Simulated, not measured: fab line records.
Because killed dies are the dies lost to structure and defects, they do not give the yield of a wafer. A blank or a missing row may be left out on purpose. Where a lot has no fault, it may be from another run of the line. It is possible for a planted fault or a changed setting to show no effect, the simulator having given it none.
8D (eight disciplines) problem report, filled in by code    flow sky130    the parts of the form that need people (team, actions taken, sign-off) are left out

1. THE ISSUE
Mean POLY_GATE_CVD_03_THK at SKY_POLY_GATE_THK_MEAS_04: 39.2 nm over 6 wafers in 2 lots; fault-free wafers: 75.2 nm, standard deviation 0.71. Measured from the usual mean, that is -51 standard deviations.
Earliest sighting: wafer L413.1 on film_metro-04 at day 17 08:12. At this step, 42 wafers from 14 lots have a number in the record. By rule, "out" or "out of limits" means more than 4 standard deviations away from the usual mean. The other wafers with a number count as sound.

2. WHAT THIS IS AND IS NOT
question                     is                      is not
which readings at this step  POLY_GATE_CVD_03_THK    -
which lots                   L413, L414              L407, L408, L409, L411, L412, L422, L423, L424, L426, L427, L428, L430
which wafers of those lots   all that have a number  -
read on which gauges         film_metro-04           film_metro-02
when                         from day 17 08:12       up to then (15 sound wafers); but 21 sound wafers of L422, L423, L424, L426, L427, L428, L430 came after

3. WHAT RULES OUT EACH SUSPECT
Counting: a tool at a process step up to the reading stays a suspect if it ran every lot that is out and no sound lot after the first of them.
- the gauge at SKY_POLY_GATE_THK_MEAS_04 is ruled out. All the wafers that are out were read on film_metro-04, but those of them that SKY_POLY_GATE_ETCH_16 has rows for are out there too, on other tools.
- lpcvd-02 at SKY_POLY_GATE_CVD_03 (deposits Si3N4 from DCS/NH3, target thk 75 nm, time 1290 s): ruled out as a lasting fault. After its first lot that is out, L413 (day 17 06:50), sound lots L422, L423, L424, L426, L427, L428, L430 ran on it.
Left after counting: nothing in the record.

4. THE CAUSE (what the simulator had put in)
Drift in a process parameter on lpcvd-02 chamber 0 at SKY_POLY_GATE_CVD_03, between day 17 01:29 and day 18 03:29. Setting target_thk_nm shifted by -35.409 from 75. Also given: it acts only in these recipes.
The count ruled it out by mistake, since the rule takes a fault to strike every lot its tool runs from the start of the fault on, and this one did not do so.

5. THE CHAIN OF EFFECTS, in route order
One row per reading whose mean, taken over the struck wafers that have a number, lies over 3 standard deviations from the usual. Only readings for which the record gives a usual standard deviation are gone through. hours: the time from each lot's start at the first step in this table that gives one to its start at this step, as a median over the lots. sigmas: the change in usual standard deviations.
hours  step                       reading               usual       on struck wafers  change  sigmas
0      SKY_POLY_GATE_THK_MEAS_04  POLY_GATE_CVD_03_THK  75.2 nm     39.2              -36.0   -51
30     SKY_POLY_GATE_ETCH_16      oes_product_au        0.641 a.u.  0.516             -0.125  -24
216    SKY_POLY_CUT_ETCH_11       oes_product_au        0.830 a.u.  0.612             -0.218  -33
Process steps it contains:
- SKY_POLY_GATE_ETCH_16: etches Si3N4 in CH3F/O2, stops on poly-Si, time 147.5 s, target depth 75 nm.
- SKY_POLY_CUT_ETCH_11: etches Si3N4 in CF4/CH2F2/Ar, stops on poly-Si, time 42.5 s, target depth 60 nm.

6. WHAT WOULD HAVE CAUGHT IT SOONER
The first out-of-limits reading at a measuring or inspecting step in this record came at day 17 08:12, 7 hours after the fault's start at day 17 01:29.
No tool reading at SKY_POLY_GATE_CVD_03 that has a usual standard deviation in the record was out on any struck wafer, so an alarm limit of 4 standard deviations on those readings would not have fired.
